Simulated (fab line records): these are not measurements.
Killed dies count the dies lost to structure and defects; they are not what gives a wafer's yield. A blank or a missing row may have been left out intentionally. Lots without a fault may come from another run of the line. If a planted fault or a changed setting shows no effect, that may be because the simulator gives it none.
fab line records	flow gf180mcu
[record] lots = 7	wafers = 21	last_day = 34
route steps=602 shown NWELL@50 LVPWELL@54 MVSD@66 MVPSD@78 VT_IMPLANT@90
lots with no fault: from the same line, run without faults
start_h: start of the lot's first displayed wafer, in hours after the record's first day	wait_h: hours since the lot's step before	" the same as in the row above	L1.1+2: a single row standing in for several wafers	- no value, or no start was given	* or withheld: withheld	< > ~ a bound
route shown NAME@n: a module of which the file shows steps, and the number in the route of the first	usual: mean/standard deviation of fault-free wafers	same: alike in all rows	chamber/n: place in a boat	sites: the reading at each site	_std_site: standard deviation across them	_edge_site: mean of outer sites minus mean of inner sites	radius_mm: how far each site lies from the wafer's centre	mask NAME#n: copy n	behind: the last tool/chamber to shape the wafer	hold: why the lot went on hold/how many hours it stayed there/how the hold came to an end	device: the transistor (n, p or np) that didn't switch	end of line: the tests these same wafers got at the end of their route	for a step that has no rows: nothing shown but its recipe	killed: dies that structure and defects cost at the first sort, which is not the same as the wafer's yield	map: per-die view of a wafer (x killed, . not killed, _ where there is no die)
set.NAME: the setting as run; set.NAME@STEP: as run at that earlier step	model.NAME: the simulator's own value behind a step, which no gauge read
a table for each step, a row for each wafer; lots at some steps of the route
services: when a tool's chamber went out of use (start_h, in hours from the record's first day, below 0 if earlier), for how many hours, and the reason
[[steps]]
[step GF_NWELL_IMPLANT_08]
[recipe] species = P	energy_kev = 450	dose_cm2 = 1.5e+13	tilt_deg = 0
[step GF_NWELL_IMPLANT_09]
[recipe] species = P	energy_kev = 160	dose_cm2 = 4e+12	tilt_deg = 0
[step GF_NWELL_STRIP_10]
[recipe] chemistry = O2/N2	power_w = 1400	pressure_mtorr = 1500	platen_temp_c = 250	o2_flow_sccm = 3000	n2_flow_sccm = 300	overash_fraction = 0.5
[usual] drypump_motor_current_A = 5.5/0.49	heater_power_w = 351/22	n2_flow_sccm = 299.8/0.8	o2_flow_sccm = 3000/8.2	oes_product_au = 0.722/0.0048	strip_time_to_endpoint_s = 36.94/0.096
[same] overash_fraction = 0.5
lot.wafer	tool	chamber	start_h	wait_h	drypump_motor_current_A	heater_power_w	n2_flow_sccm	o2_flow_sccm	oes_product_au	rf_hours_counter_h	strip_time_to_endpoint_s
L871.1	plasma_asher-01	0	57.81	0.1	5.4	326	299.2	3012	0.726	43	37.08
L871.2	"	1	"	"	5.3	373	299.6	3012	0.715	43	36.98
L871.6	"	1	"	"	5.3	387	300.3	3020	0.723	-	37.17
L873.3	plasma_asher-03	0	70.46	0.1	5.2	336	300.1	2982	0.725	-	37.02
L873.5	"	1	"	"	5.2	372	299.2	2988	0.723	-	36.93
L873.6	"	0	"	"	5.2	324	300.6	3007	0.721	-	37.01
L882.1	plasma_asher-03	0	120.53	0.1	5.2	334	300.4	2998	0.726	46	37.05
L882.3	"	1	"	"	5.2	373	299.9	2997	0.722	-	36.97
L882.5	"	0	"	"	5.2	330	300.3	3001	0.726	-	36.88
L887.1	plasma_asher-01	1	145.51	0.1	5.3	384	299.4	2998	0.732	52	37.05
L887.2	"	0	"	"	5.3	329	298.5	3008	0.723	52	37.13
L887.3	"	0	"	"	5.3	331	299.5	2990	0.717	-	37.05
L890.2	plasma_asher-04	0	159.53	0.1	5.8	321	300.1	3006	0.721	36	36.80
L890.4	"	0	"	"	5.8	323	300.7	3020	0.720	-	36.83
L890.5	"	0	"	"	5.8	333	301.2	3005	0.715	-	36.92
L891.1	plasma_asher-01	0	163.91	0.1	5.3	335	300.9	2994	0.728	54	36.90
L891.4	"	0	"	"	5.3	335	301.0	2979	0.719	-	36.88
L891.5	"	1	"	"	5.3	380	299.6	2991	0.731	-	36.78
L892.1	plasma_asher-04	1	170.77	0.1	6.6	355	300.3	3015	0.718	37	36.85
L892.3	"	1	"	"	6.6	353	298.4	2997	0.722	-	36.89
L892.6	"	1	"	"	6.6	353	299.4	3008	0.726	-	37.04
[step GF_NWELL_TW_MEAS_11]
[usual] NWELL_TW = 1578/11
lot.wafer	tool	chamber	start_h	wait_h	NWELL_TW
L871.1	film_metro-01	-	57.91	0.1	1569
L871.2	"	-	"	"	1567
L871.6	"	-	"	"	1580
L873.3	film_metro-01	-	70.54	0.1	1569
L873.5	"	-	"	"	1567
L873.6	"	-	"	"	1560
L882.1	film_metro-01	-	120.63	0.1	1564
L882.3	"	-	"	"	1576
L882.5	"	-	"	"	1568
L887.1	film_metro-02	-	145.61	0.1	1572
L887.2	"	-	"	"	1571
L887.3	"	-	"	"	1571
L890.2	film_metro-01	-	159.64	0.1	1581
L890.4	"	-	"	"	1570
L890.5	"	-	"	"	1575
L891.1	film_metro-03	-	164.01	0.1	1593
L891.4	"	-	"	"	1597
L891.5	"	-	"	"	1584
L892.1	film_metro-02	-	170.87	0.1	1573
L892.3	"	-	"	"	1575
L892.6	"	-	"	"	1578
[step GF_LVPWELL_DEHYDRATE_00]
[recipe] temp_c = 200	time_s = 60
[step GF_LVPWELL_HMDS_01]
[recipe] prime_time_s = 60	prime_temp_c = 120
[step GF_LVPWELL_COAT_02]
[recipe] spin_rpm = 2000	resist_thk_nm = 3000
[step GF_LVPWELL_SOFTBAKE_03]
[recipe] temp_c = 110	time_s = withheld
[step GF_LVPWELL_EXPOSE_04]
[recipe] mask_id = LVPWELL	target_cd_nm = 600	na = 0.6	source_shape = conventional	sigma_outer = 0.6	dose_mj = 260
[step GF_LVPWELL_PEB_05]
[recipe] temp_c = 115	time_s = withheld
[step GF_LVPWELL_DEVELOP_06]
[recipe] wall_angle_deg = 90	develop_time_s = 60	dev_temp_c = 23
[step GF_LVPWELL_OVL_MEAS_07]
[usual] LVPWELL_OVL = -0.4/1.1
lot.wafer	tool	chamber	start_h	wait_h	LVPWELL_OVL[nm]
L871.1	overlay-01	-	71.39	-	-0.7
L871.2	"	-	"	"	-1.3
L871.6	"	-	"	"	-2.9
L873.3	overlay-01	-	83.90	-	-0.5
L873.5	"	-	"	"	-0.6
L873.6	"	-	"	"	-1.1
L882.1	overlay-01	-	135.14	-	1.6
L882.3	"	-	"	"	0.5
L882.5	"	-	"	"	-0.9
L887.1	overlay-01	-	161.29	-	-0.2
L887.2	"	-	"	"	-0.1
L887.3	"	-	"	"	-0.6
L890.2	overlay-02	-	175.56	-	0.9
L890.4	"	-	"	"	-1.4
L890.5	"	-	"	"	-0.2
L891.1	overlay-02	-	180.51	-	0.4
L891.4	"	-	"	"	-0.2
L891.5	"	-	"	"	0.9
L892.1	overlay-02	-	186.89	-	1.0
L892.3	"	-	"	"	0.8
L892.6	"	-	"	"	0.1
[step GF_LVPWELL_IMPLANT_08]
[recipe] species = B	energy_kev = 170	dose_cm2 = 1.5e+13	tilt_deg = 0
[usual] dose_ions_cm2 = 1.5001e+13/1.5e+10	end_station_pressure_torr = 5.06e-06/2.7e-07	implant_ion_amu = 11/0
lot.wafer	tool	chamber	start_h	wait_h	dose_ions_cm2	end_station_pressure_torr	implant_ion_amu	model.implant.rp_nm	model.implant.drp_nm
L871.1	implanter-03	0	71.42	0.0	1.501e+13	4.72e-06	11	484.9	102.4
L871.2	"	0	"	"	1.5018e+13	5e-06	11	484.9	102.4
L871.6	"	0	"	"	1.5037e+13	4.79e-06	11	484.9	102.4
L873.3	implanter-03	0	83.98	0.1	1.4982e+13	4.65e-06	11	477	102.4
L873.5	"	0	"	"	1.5e+13	4.92e-06	11	477	102.4
L873.6	"	0	"	"	1.5016e+13	4.89e-06	11	477	102.4
L882.1	implanter-01	0	135.17	0.0	1.496e+13	4.84e-06	11	479.2	102.4
L882.3	"	0	"	"	1.5005e+13	4.96e-06	11	479.2	102.4
L882.5	"	0	"	"	1.4985e+13	5.33e-06	11	479.2	102.4
L887.1	implanter-03	0	161.32	0.0	1.4997e+13	5.2e-06	11	490.1	102.4
L887.2	"	0	"	"	1.5009e+13	4.92e-06	11	490.1	102.4
L887.3	"	0	"	"	1.5007e+13	4.64e-06	11	490.1	102.4
L890.2	implanter-03	0	175.62	0.0	1.499e+13	4.89e-06	31	202.5	68.9
L890.4	"	0	"	"	1.4995e+13	5.07e-06	31	202.5	68.9
L890.5	"	0	"	"	1.4987e+13	5.1e-06	31	202.5	68.9
L891.1	implanter-02	0	180.54	0.0	1.5003e+13	4.74e-06	31	222.2	68.9
L891.4	"	0	"	"	1.4997e+13	5.09e-06	31	222.2	68.9
L891.5	"	0	"	"	1.5e+13	5.32e-06	31	222.2	68.9
L892.1	implanter-01	0	186.93	0.0	1.4996e+13	5.05e-06	31	211.2	68.9
L892.3	"	0	"	"	1.4998e+13	5.24e-06	31	211.2	68.9
L892.6	"	0	"	"	1.4979e+13	5.47e-06	31	211.2	68.9
[step GF_LVPWELL_IMPLANT_09]
[recipe] species = B	energy_kev = 60	dose_cm2 = 5e+12	tilt_deg = 0
[step GF_LVPWELL_STRIP_10]
[recipe] chemistry = O2/N2	power_w = 1400	pressure_mtorr = 1500	platen_temp_c = 250	o2_flow_sccm = 3000	n2_flow_sccm = 300	overash_fraction = 0.5
[usual] drypump_motor_current_A = 5.7/0.64	heater_power_w = 341/24	n2_flow_sccm = 299.9/0.95	o2_flow_sccm = 3001/9	oes_product_au = 0.723/0.0044	strip_time_to_endpoint_s = 36.93/0.1
[same] overash_fraction = 0.5
lot.wafer	tool	chamber	start_h	wait_h	drypump_motor_current_A	heater_power_w	n2_flow_sccm	o2_flow_sccm	oes_product_au	rf_hours_counter_h	strip_time_to_endpoint_s
L871.1	plasma_asher-04	0	71.72	0.1	5.8	330	298.6	3013	0.724	27	36.85
L871.2	"	1	"	"	6.6	350	300.2	3017	0.723	27	36.93
L871.6	"	1	"	"	6.6	366	300.3	2993	0.718	-	37.01
L873.3	plasma_asher-04	1	84.26	0.1	6.6	351	298.5	3000	0.719	-	36.79
L873.5	"	0	"	"	5.8	333	300.2	3013	0.721	-	36.80
L873.6	"	1	"	"	6.6	343	298.9	3003	0.730	-	36.80
L882.1	plasma_asher-02	0	135.47	0.1	4.9	302	300.5	2997	0.726	2	36.87
L882.3	"	0	"	"	4.9	309	299.9	2982	0.719	-	37.06
L882.5	"	1	"	"	6.8	279	299.7	3016	0.714	-	36.99
L887.1	plasma_asher-03	0	161.62	0.1	5.2	333	299.0	2994	0.720	50	36.89
L887.2	"	1	"	"	5.2	367	299.8	3003	0.723	50	36.91
L887.3	"	1	"	"	5.2	371	298.8	3003	0.726	-	36.99
L890.2	plasma_asher-03	0	175.89	0.1	5.2	324	299.6	2996	0.727	51	36.92
L890.4	"	0	"	"	5.2	328	301.5	2989	0.723	-	36.95
L890.5	"	1	"	"	5.3	365	301.6	2997	0.717	-	36.85
L891.1	plasma_asher-03	0	180.84	0.1	5.2	329	299.9	3004	0.725	52	37.02
L891.4	"	1	"	"	5.2	361	300.0	3009	0.725	-	36.98
L891.5	"	0	"	"	5.2	335	301.4	2987	0.721	-	36.84
L892.1	plasma_asher-04	0	187.23	0.1	5.8	337	299.6	2998	0.721	39	36.86
L892.3	"	0	"	"	5.8	341	298.0	3001	0.724	-	36.89
L892.6	"	0	"	"	5.8	328	299.8	2985	0.719	-	36.93
[step GF_LVPWELL_TW_MEAS_11]
[usual] LVPWELL_TW = 560/4
lot.wafer	tool	chamber	start_h	wait_h	LVPWELL_TW
L871.1	film_metro-02	-	71.82	0.1	564
L871.2	"	-	"	"	563
L871.6	"	-	"	"	561
L873.3	film_metro-02	-	84.35	0.1	557
L873.5	"	-	"	"	560
L873.6	"	-	"	"	558
L882.1	film_metro-01	-	135.58	0.1	557
L882.3	"	-	"	"	557
L882.5	"	-	"	"	555
L887.1	film_metro-02	-	161.72	0.1	559
L887.2	"	-	"	"	557
L887.3	"	-	"	"	557
L890.2	film_metro-03	-	176.00	0.1	1329
L890.4	"	-	"	"	1320
L890.5	"	-	"	"	1328
L891.1	film_metro-03	-	180.94	0.1	1318
L891.4	"	-	"	"	1326
L891.5	"	-	"	"	1321
L892.1	film_metro-02	-	187.33	0.1	1308
L892.3	"	-	"	"	1303
L892.6	"	-	"	"	1303
[step GF_MVSD_DEHYDRATE_00]
[recipe] temp_c = 200	time_s = 60
[step GF_MVSD_HMDS_01]
[recipe] prime_time_s = 60	prime_temp_c = 120
[step GF_MVSD_COAT_02]
[recipe] spin_rpm = 2000	resist_thk_nm = 3000
[step GF_MVSD_SOFTBAKE_03]
[recipe] temp_c = 110	time_s = withheld
[step GF_MVSD_EXPOSE_04]
[recipe] mask_id = MVSD	target_cd_nm = 1000	na = 0.6	source_shape = conventional	sigma_outer = 0.6	dose_mj = 260
[step GF_MVSD_PEB_05]
[recipe] temp_c = 115	time_s = withheld
[step GF_MVSD_DEVELOP_06]
[recipe] wall_angle_deg = 90	develop_time_s = 60	dev_temp_c = 23
[step GF_MVSD_OVL_MEAS_07]
[usual] MVSD_OVL = 0.3/1.6
lot.wafer	tool	chamber	start_h	wait_h	MVSD_OVL[nm]
L871.1	overlay-01	-	85.26	-	-0.6
L871.2	"	-	"	"	-1.5
L871.6	"	-	"	"	-0.5
L873.3	overlay-01	-	97.62	-	-1.0
L873.5	"	-	"	"	-0.2
L873.6	"	-	"	"	0.0
L882.1	overlay-02	-	151.03	-	3.0
L882.3	"	-	"	"	0.9
L882.5	"	-	"	"	1.7
L887.1	overlay-02	-	178.06	-	-0.8
L887.2	"	-	"	"	2.4
L887.3	"	-	"	"	1.9
L890.2	overlay-01	-	192.56	-	-1.1
L890.4	"	-	"	"	-1.6
L890.5	"	-	"	"	-1.0
L891.1	overlay-01	-	197.79	-	-2.8
L891.4	"	-	"	"	-4.0
L891.5	"	-	"	"	-3.1
L892.1	overlay-01	-	204.29	-	-0.7
L892.3	"	-	"	"	0.5
L892.6	"	-	"	"	-1.0
[step GF_MVSD_IMPLANT_08]
[recipe] species = P	energy_kev = 404.6	dose_cm2 = 1.6e+13	tilt_deg = 0
[step GF_MVSD_IMPLANT_09]
[recipe] species = P	energy_kev = 100	dose_cm2 = 5e+12	tilt_deg = 0
[step GF_MVSD_STRIP_10]
[recipe] chemistry = O2/N2	power_w = 1400	pressure_mtorr = 1500	platen_temp_c = 250	o2_flow_sccm = 3000	n2_flow_sccm = 300	overash_fraction = 0.5
[usual] drypump_motor_current_A = 5.5/0.6	heater_power_w = 336/36	n2_flow_sccm = 300.0/0.91	o2_flow_sccm = 3000/9	oes_product_au = 0.722/0.0047	strip_time_to_endpoint_s = 36.95/0.087
[same] overash_fraction = 0.5
lot.wafer	tool	chamber	start_h	wait_h	drypump_motor_current_A	heater_power_w	n2_flow_sccm	o2_flow_sccm	oes_product_au	rf_hours_counter_h	strip_time_to_endpoint_s
L871.1	plasma_asher-03	0	85.59	0.1	5.2	330	299.1	3001	0.723	42	36.99
L871.2	"	1	"	"	5.2	372	300.0	3001	0.727	42	37.06
L871.6	"	0	"	"	5.2	326	300.2	3003	0.725	-	37.09
L873.3	plasma_asher-01	1	97.98	0.1	5.3	377	299.5	3001	0.723	-	36.91
L873.5	"	0	"	"	5.3	324	299.2	2996	0.722	-	36.90
L873.6	"	1	"	"	5.3	386	300.1	3000	0.731	-	36.86
L882.1	plasma_asher-02	0	151.36	0.1	4.9	317	298.9	3013	0.724	4	36.98
L882.3	"	0	"	"	4.9	307	298.7	2996	0.724	-	37.13
L882.5	"	0	"	"	5.0	309	299.7	3001	0.726	-	37.05
L887.1	plasma_asher-02	0	178.39	0.1	4.9	306	301.5	2994	0.717	6	37.01
L887.2	"	1	"	"	6.8	279	299.8	2996	0.724	6	37.08
L887.3	"	0	"	"	4.9	311	300.6	2999	0.718	-	36.99
L890.2	plasma_asher-02	1	192.89	0.1	6.8	276	299.2	2995	0.720	8	36.95
L890.4	"	1	"	"	6.8	280	298.8	3006	0.730	-	36.86
L890.5	"	0	"	"	4.9	310	298.2	3002	0.715	-	36.93
L891.1	plasma_asher-01	0	198.12	0.1	5.3	330	300.6	3006	0.724	58	36.92
L891.4	"	1	"	"	5.3	384	299.2	2986	0.724	-	36.84
L891.5	"	0	"	"	5.3	330	299.4	2994	0.726	-	36.95
L892.1	plasma_asher-01	1	204.63	0.1	5.3	393	299.5	3005	0.720	59	36.95
L892.3	"	1	"	"	5.3	375	299.3	3002	0.721	-	36.93
L892.6	"	1	"	"	5.4	396	300.5	2998	0.723	-	36.95
[step GF_MVSD_TW_MEAS_11]
[usual] MVSD_TW = 1587/15
lot.wafer	tool	chamber	start_h	wait_h	MVSD_TW
L871.1	film_metro-01	-	85.69	0.1	1575
L871.2	"	-	"	"	1583
L871.6	"	-	"	"	1565
L873.3	film_metro-01	-	98.06	0.1	1570
L873.5	"	-	"	"	1573
L873.6	"	-	"	"	1569
L882.1	film_metro-01	-	151.46	0.1	1587
L882.3	"	-	"	"	1583
L882.5	"	-	"	"	1577
L887.1	film_metro-01	-	178.49	0.1	1576
L887.2	"	-	"	"	1576
L887.3	"	-	"	"	1574
L890.2	film_metro-03	-	193.00	0.1	1601
L890.4	"	-	"	"	1601
L890.5	"	-	"	"	1611
L891.1	film_metro-01	-	198.22	0.1	1558
L891.4	"	-	"	"	1562
L891.5	"	-	"	"	1560
L892.1	film_metro-03	-	204.73	0.1	1594
L892.3	"	-	"	"	1603
L892.6	"	-	"	"	1600
[step GF_MVPSD_DEHYDRATE_00]
[recipe] temp_c = 200	time_s = 60
[step GF_MVPSD_HMDS_01]
[recipe] prime_time_s = 60	prime_temp_c = 120
[step GF_MVPSD_COAT_02]
[recipe] spin_rpm = 2000	resist_thk_nm = 3000
[step GF_MVPSD_SOFTBAKE_03]
[recipe] temp_c = 110	time_s = withheld
[step GF_MVPSD_EXPOSE_04]
[recipe] mask_id = MVPSD	target_cd_nm = 1000	na = 0.6	source_shape = conventional	sigma_outer = 0.6	dose_mj = 260
[step GF_MVPSD_PEB_05]
[recipe] temp_c = 115	time_s = withheld
[step GF_MVPSD_DEVELOP_06]
[recipe] wall_angle_deg = 90	develop_time_s = 60	dev_temp_c = 23
[step GF_MVPSD_OVL_MEAS_07]
[usual] MVPSD_OVL = 0.7/1.5
lot.wafer	tool	chamber	start_h	wait_h	MVPSD_OVL[nm]
L871.1	overlay-02	-	99.71	-	0.3
L871.2	"	-	"	"	-1.0
L871.6	"	-	"	"	-1.4
L873.3	overlay-02	-	111.85	-	0.5
L873.5	"	-	"	"	-0.1
L873.6	"	-	"	"	1.7
L882.1	overlay-02	-	167.69	-	2.0
L882.3	"	-	"	"	0.9
L882.5	"	-	"	"	-0.7
L887.1	overlay-01	-	194.44	-	1.2
L887.2	"	-	"	"	-0.5
L887.3	"	-	"	"	0.7
L890.2	overlay-02	-	209.75	-	1.1
L890.4	"	-	"	"	0.0
L890.5	"	-	"	"	-0.1
L891.1	overlay-01	-	214.88	-	0.8
L891.4	"	-	"	"	0.5
L891.5	"	-	"	"	2.3
L892.1	overlay-01	-	222.54	-	1.2
L892.3	"	-	"	"	1.8
L892.6	"	-	"	"	2.3
[step GF_MVPSD_IMPLANT_08]
[recipe] species = B	energy_kev = 170	dose_cm2 = 1.465e+13	tilt_deg = 0
[step GF_MVPSD_IMPLANT_09]
[recipe] species = B	energy_kev = 40	dose_cm2 = 5e+12	tilt_deg = 0
[step GF_MVPSD_STRIP_10]
[recipe] chemistry = O2/N2	power_w = 1400	pressure_mtorr = 1500	platen_temp_c = 250	o2_flow_sccm = 3000	n2_flow_sccm = 300	overash_fraction = 0.5
[usual] drypump_motor_current_A = 5.7/0.7	heater_power_w = 331/36	n2_flow_sccm = 300.0/0.97	o2_flow_sccm = 2998/8.1	oes_product_au = 0.723/0.0046	strip_time_to_endpoint_s = 36.91/0.098
[same] overash_fraction = 0.5
lot.wafer	tool	chamber	start_h	wait_h	drypump_motor_current_A	heater_power_w	n2_flow_sccm	o2_flow_sccm	oes_product_au	rf_hours_counter_h	strip_time_to_endpoint_s
L871.1	plasma_asher-01	1	100.04	0.1	5.3	391	299.9	2990	0.726	47	37.14
L871.2	"	0	"	"	5.3	322	299.0	2996	0.722	47	37.00
L871.6	"	0	"	"	5.3	319	299.0	2987	0.722	-	36.94
L873.3	plasma_asher-01	1	112.21	0.1	5.3	384	300.2	2995	0.717	-	36.74
L873.5	"	0	"	"	5.3	329	300.9	2995	0.719	-	36.72
L873.6	"	1	"	"	5.3	387	300.2	3002	0.728	-	36.75
L882.1	plasma_asher-04	0	168.03	0.1	5.8	338	300.6	2996	0.722	37	36.81
L882.3	"	1	"	"	6.6	363	300.1	2988	0.724	-	36.84
L882.5	"	0	"	"	5.8	333	298.6	2996	0.724	-	36.81
L887.1	plasma_asher-02	1	194.78	0.1	6.8	283	299.0	3012	0.718	8	37.05
L887.2	"	0	"	"	4.9	317	300.5	2997	0.721	8	37.06
L887.3	"	1	"	"	6.8	286	299.0	3017	0.718	-	37.04
L890.2	plasma_asher-01	1	210.08	0.1	5.4	388	299.5	2995	0.714	59	36.82
L890.4	"	1	"	"	5.4	393	299.4	2985	0.723	-	36.78
L890.5	"	0	"	"	5.3	328	300.0	3000	0.725	-	36.76
L891.1	plasma_asher-02	0	215.21	0.1	4.9	313	300.2	2984	0.722	10	37.02
L891.4	"	1	"	"	6.7	282	298.5	3000	0.725	-	36.94
L891.5	"	0	"	"	4.9	315	299.9	3002	0.721	-	37.11
L892.1	plasma_asher-01	0	222.88	0.1	5.3	326	299.5	3005	0.724	61	36.97
L892.3	"	0	"	"	5.3	326	300.0	3005	0.731	-	36.80
L892.6	"	1	"	"	5.3	379	298.8	2992	0.723	-	36.87
[step GF_MVPSD_TW_MEAS_11]
[usual] MVPSD_TW = 551/4.5
lot.wafer	tool	chamber	start_h	wait_h	MVPSD_TW
L871.1	film_metro-02	-	100.14	0.1	552
L871.2	"	-	"	"	551
L871.6	"	-	"	"	551
L873.3	film_metro-02	-	112.30	0.1	554
L873.5	"	-	"	"	554
L873.6	"	-	"	"	554
L882.1	film_metro-02	-	168.13	0.1	551
L882.3	"	-	"	"	550
L882.5	"	-	"	"	555
L887.1	film_metro-02	-	194.88	0.1	555
L887.2	"	-	"	"	557
L887.3	"	-	"	"	554
L890.2	film_metro-03	-	210.19	0.1	555
L890.4	"	-	"	"	560
L890.5	"	-	"	"	555
L891.1	film_metro-02	-	215.31	0.1	554
L891.4	"	-	"	"	552
L891.5	"	-	"	"	559
L892.1	film_metro-02	-	222.98	0.1	553
L892.3	"	-	"	"	553
L892.6	"	-	"	"	551
[step GF_VT_IMPLANT_DEHYDRATE_00]
[recipe] temp_c = 200	time_s = 60
[step GF_VT_IMPLANT_HMDS_01]
[recipe] prime_time_s = 60	prime_temp_c = 120
[step GF_VT_IMPLANT_RS_MEAS_48]
[recipe] thk_meas_gauge = four-point-probe
[usual] LVPWELL_RS = 1197/3.1
lot.wafer	tool	chamber	start_h	wait_h	LVPWELL_RS[ohm/sq]
L871.1	film_metro-01	-	161.07	0.1	1200
L871.2	"	-	"	"	1197
L871.6	"	-	"	"	1198
L873.3	film_metro-02	-	173.82	0.1	1201
L873.5	"	-	"	"	1205
L873.6	"	-	"	"	1202
L882.1	film_metro-01	-	236.02	0.1	1194
L882.3	"	-	"	"	1195
L882.5	"	-	"	"	1194
L887.1	film_metro-03	-	269.07	0.1	1194
L887.2	"	-	"	"	1195
L887.3	"	-	"	"	1198
L890.2	film_metro-03	-	283.54	0.1	-
L890.4	"	-	"	"	-
L890.5	"	-	"	"	-
L891.1	film_metro-02	-	289.86	0.1	-
L891.4	"	-	"	"	-
L891.5	"	-	"	"	-
L892.1	film_metro-01	-	299.21	0.1	-
L892.3	"	-	"	"	-
L892.6	"	-	"	"	-
[[services]]
tool	chamber	start_h	hours	kind
implanter-03	-	55.47	1.2	repair
plasma_asher-03	-	78.46	0.6	repair
plasma_asher-02	-	85.59	0.7	repair
plasma_asher-04	-	88.27	2.4	repair
plasma_asher-01	-	89.84	1.8	repair
plasma_asher-03	-	90.48	2.1	repair
implanter-01	-	98.36	11.3	repair
plasma_asher-02	-	108.75	9.0	pm
plasma_asher-02	0	108.75	9.0	vent_cycle
plasma_asher-02	1	108.75	9.0	vent_cycle
plasma_asher-02	0	117.75	-	clean
plasma_asher-02	1	117.75	-	clean
implanter-01	-	191.83	5.2	pm
plasma_asher-02	-	197.97	0.4	repair
implanter-03	-	214.63	0.9	repair
[[key]]
[first_sign] step = GF_LVPWELL_IMPLANT_08	reading = implant_ion_amu	direction = up	sigmas = 99+	usual = 11	struck = 31
[effect] step = GF_LVPWELL_TW_MEAS_11	reading = LVPWELL_TW	direction = up	sigmas = 99+	usual = 560	struck = 1317
[effect] step = GF_VT_IMPLANT_RS_MEAS_48	reading = LVPWELL_RS	direction = missing
[model_effect] step = GF_LVPWELL_IMPLANT_08	value = implant.rp_nm	without = 477.9	struck = 212
met_at GF_LVPWELL_IMPLANT_08
struck_wafers L890.2,L890.4,L890.5,L891.1,L891.4,L891.5,L892.1,L892.3,L892.6
sort_left_out L890.2,L890.4,L890.5,L891.1,L891.4,L891.5,L892.1,L892.3,L892.6
tester_left_out L890,L891,L892
onset_between 161.32 175.62
[fault] kind = wrong_recipe_download	tool = implanter-01,implanter-02,implanter-03	chamber = -	onset_h = 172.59	steps = GF_LVPWELL_IMPLANT_08	wrong_recipe.not_listed = 1
// tester_left_out: of these lots the tester's yield and bins aren't shown, on N5 and GAA mostly nor the transistor test; their killed dies are dies lost to structure and defects alone, not to doping, threshold or leakage, so they don't give the yield
// sort_left_out: the simulated sort isn't trusted on such a fault, so these wafers' sort isn't shown, and their yield isn't known
